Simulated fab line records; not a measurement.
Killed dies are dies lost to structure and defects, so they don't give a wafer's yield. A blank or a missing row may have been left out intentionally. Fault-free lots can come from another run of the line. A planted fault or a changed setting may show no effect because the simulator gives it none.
Which tool is to blame? -- flow gf180mcu -- 14 lots, 42 wafers sampled, at 5 steps of a route of 602

WHAT THE GAUGES SHOWED, per wafer
GF_STI_THK_MEAS_04. Usual: STI_CVD_03_THK typically reads 208.2 nm, with standard deviation 1.8.
lot,measured,on,STI_CVD_03_THK (nm),flag
L806,day 1 15:07,film_metro-04,210.8 212.4 211.1,
L807,day 1 19:26,film_metro-02,211.5 211.9 210.8,
L808,day 2 00:56,film_metro-04,207.9 208.1 206.7,
L809,day 2 04:34,film_metro-02,207.4 207.4 205.7,
L811,day 2 14:34,film_metro-02,206.3 207.5 205.0,
L812,day 2 21:01,film_metro-04,208.6 209.6 208.4,
L815,day 3 10:34,film_metro-04,205.3 207.3 205.1,
L816,day 3 15:34,film_metro-01,207.7 206.9 206.9,
L817,day 3 22:49,film_metro-01,207.2 207.5 208.5,
L822,day 4 22:42,film_metro-04,209.8 208.8 209.9,
L824,day 5 07:44,film_metro-04,207.3 208.0 206.3,
L827,day 5 22:34,film_metro-04,208.8 209.0 209.7,
L828,day 6 03:35,film_metro-02,208.6 210.3 210.0,
L829,day 6 08:34,film_metro-02,209.2 208.2 209.6,

GF_STI_THK_MEAS_24. Usual: STI_CVD_23_THK typically reads 646 nm, with standard deviation 6.3.
lot,measured,on,STI_CVD_23_THK (nm),flag
L806,day 2 04:32,film_metro-04,650 651 646,
L807,day 2 09:10,film_metro-04,645 648 648,
L808,day 2 16:55,film_metro-04,643 645 652,
L809,day 2 19:34,film_metro-01,647 657 658,
L811,day 3 04:47,film_metro-01,645 642 654,
L812,day 3 11:50,film_metro-04,641 641 641,
L815,day 4 01:55,film_metro-02,636 638 640,
L816,day 4 05:58,film_metro-04,649 652 646,
L817,day 4 15:47,film_metro-04,647 642 640,
L822,day 5 15:21,film_metro-04,384 388 640 384 388 640,OFF
L824,day 6 00:00,film_metro-02,639 394 650 639 395 650,OFF
L827,day 6 16:02,film_metro-02,630 641 649,
L828,day 6 21:04,film_metro-01,646 643 655,
L829,day 7 01:10,film_metro-04,646 657 640,

GF_DNWELL_TW_MEAS_09. Usual: DNWELL_TW typically reads 1345, with standard deviation 7.6.
lot,measured,on,DNWELL_TW,flag
L806,day 2 19:52,film_metro-01,1352 1350 1346,
L807,day 3 00:05,film_metro-03,1332 1337 1333,
L808,day 3 09:55,film_metro-04,1350 1344 1351,
L809,day 3 11:28,film_metro-04,1341 1338 1338,
L811,day 3 20:37,film_metro-03,1333 1347 1338,
L812,day 4 03:26,film_metro-01,1347 1352 1348,
L815,day 4 19:18,film_metro-01,1360 1363 1354,
L816,day 5 02:43,film_metro-03,1337 1331 1336,
L817,day 5 07:43,film_metro-01,1358 1356 1358,
L822,day 6 09:18,film_metro-01,1342,
L824,day 6 18:26,film_metro-01,1337 1349,
L827,day 7 10:29,film_metro-03,1342 1348 1346,
L828,day 7 15:37,film_metro-04,1348 1343 1344,
L829,day 7 19:55,film_metro-03,1351 1343 1346,

TOOL THAT RAN EACH LOT (tool first, then ch and the chambers of the sampled wafers, then the start)
lot,GF_STI_CVD_23,GF_STI_CMP_25
L806,"hdpcvd-02 ch 0,1,2, day 2 04:28","cmp-02 ch 1,2,3, day 2 04:43"
L807,"hdpcvd-02 ch 0,1,2, day 2 09:05","cmp-02 ch 0,1, day 2 09:13"
L808,"hdpcvd-02 ch 0,1, day 2 16:49","cmp-01 ch 0,2,3, day 2 17:00"
L809,"hdpcvd-02 ch 0,1, day 2 19:29","cmp-02 ch 0,1,2, day 2 19:38"
L811,"hdpcvd-02 ch 0,1,2, day 3 04:42","cmp-02 ch 0,2, day 3 04:53"
L812,"hdpcvd-01 ch 1,2, day 3 11:45","cmp-02 ch 1,3, day 3 11:53"
L815,"hdpcvd-01 ch 0,1,2, day 4 01:51","cmp-01 ch 0,2,3, day 4 01:59"
L816,"hdpcvd-02 ch 0,1,2, day 4 05:53","cmp-02 ch 0,2, day 4 06:04"
L817,"hdpcvd-02 ch 0,1,2, day 4 15:42","cmp-01 ch 0,2,3, day 4 15:50"
L822,"hdpcvd-02 ch 0,1, day 5 15:17","cmp-01 ch 0,1, day 5 17:29"
L824,"hdpcvd-02 ch 0,1, day 5 23:55","cmp-02 ch 1,3, day 6 03:23"
L827,"hdpcvd-01 ch 0,2, day 6 15:56","cmp-02 ch 0,1, day 6 16:05"
L828,"hdpcvd-01 ch 0,1,2, day 6 20:58","cmp-02 ch 2,3, day 6 21:10"
L829,"hdpcvd-01 ch 0,2, day 7 01:05","cmp-02 ch 0,3, day 7 01:13"
- GF_STI_CVD_23: deposits SiO2, target thk 650 nm, time 108.3 s.
- GF_STI_CMP_25: polishes, stops on Si3N4, t overpolish 33 s, target thk 524.6 nm.

WHAT THE TOOLS THEMSELVES READ (means of the sampled wafers that have a number; where no wafer has one, the mark that the record gives instead)
GF_STI_CMP_25. Usual: motor_current_A 12.0 A, standard deviation 0.51; time_to_endpoint_s 124 s, standard deviation 3.9.
lot,tool,motor_current_A (A),time_to_endpoint_s (s),flag
L806,cmp-02,12.2,121,
L807,cmp-02,12.2,122,
L808,cmp-01,11.5,131,
L809,cmp-02,12.0,127,
L811,cmp-02,12.4,128,
L812,cmp-02,12.1,124,
L815,cmp-01,11.3,130,
L816,cmp-02,12.4,126,
L817,cmp-01,11.4,122,
L822,cmp-01,12.2,93,OFF
L824,cmp-02,12.0,106,OFF
L827,cmp-02,11.7,126,
L828,cmp-02,12.8,124,
L829,cmp-02,12.2,125,

THE ANSWER, worked out from the rows above alone
Rule: take the mean of a lot's wafers that have a number; if it is more than 3 standard deviations from the usual mean, the lot is off. Also off: a lot with no number at a reading for which 4 or more lots have one. All remaining lots with rows at the step are treated as sound. First the gauges in route order, then the tools' own readings, where a lot's mean is used as printed above. The first step at which some lot is off is used, and at that step the reading that is off furthest; a lot without a number counts as furthest.
Off: at GF_STI_THK_MEAS_24 (STI_CVD_23_THK), L822, L824.
A tool fits if, at a process step before that reading, it ran every lot that is off, and no sound lot after the first of them. Not tried: the gauges at GF_STI_THK_MEAS_24; whatever is off there is also off at GF_STI_CMP_25, on other tools, and gauge error can't account for it. One fits: hdpcvd-02 at GF_STI_CVD_23. Its last sound lot is L817 (day 4 15:42), its first lot that is off L822 (day 5 15:17): a fault that began between those two fits.

WHAT THE SIMULATOR HAD PUT IN
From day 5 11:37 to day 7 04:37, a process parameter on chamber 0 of hdpcvd-02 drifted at GF_STI_CVD_23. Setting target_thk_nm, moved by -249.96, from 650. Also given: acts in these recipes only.
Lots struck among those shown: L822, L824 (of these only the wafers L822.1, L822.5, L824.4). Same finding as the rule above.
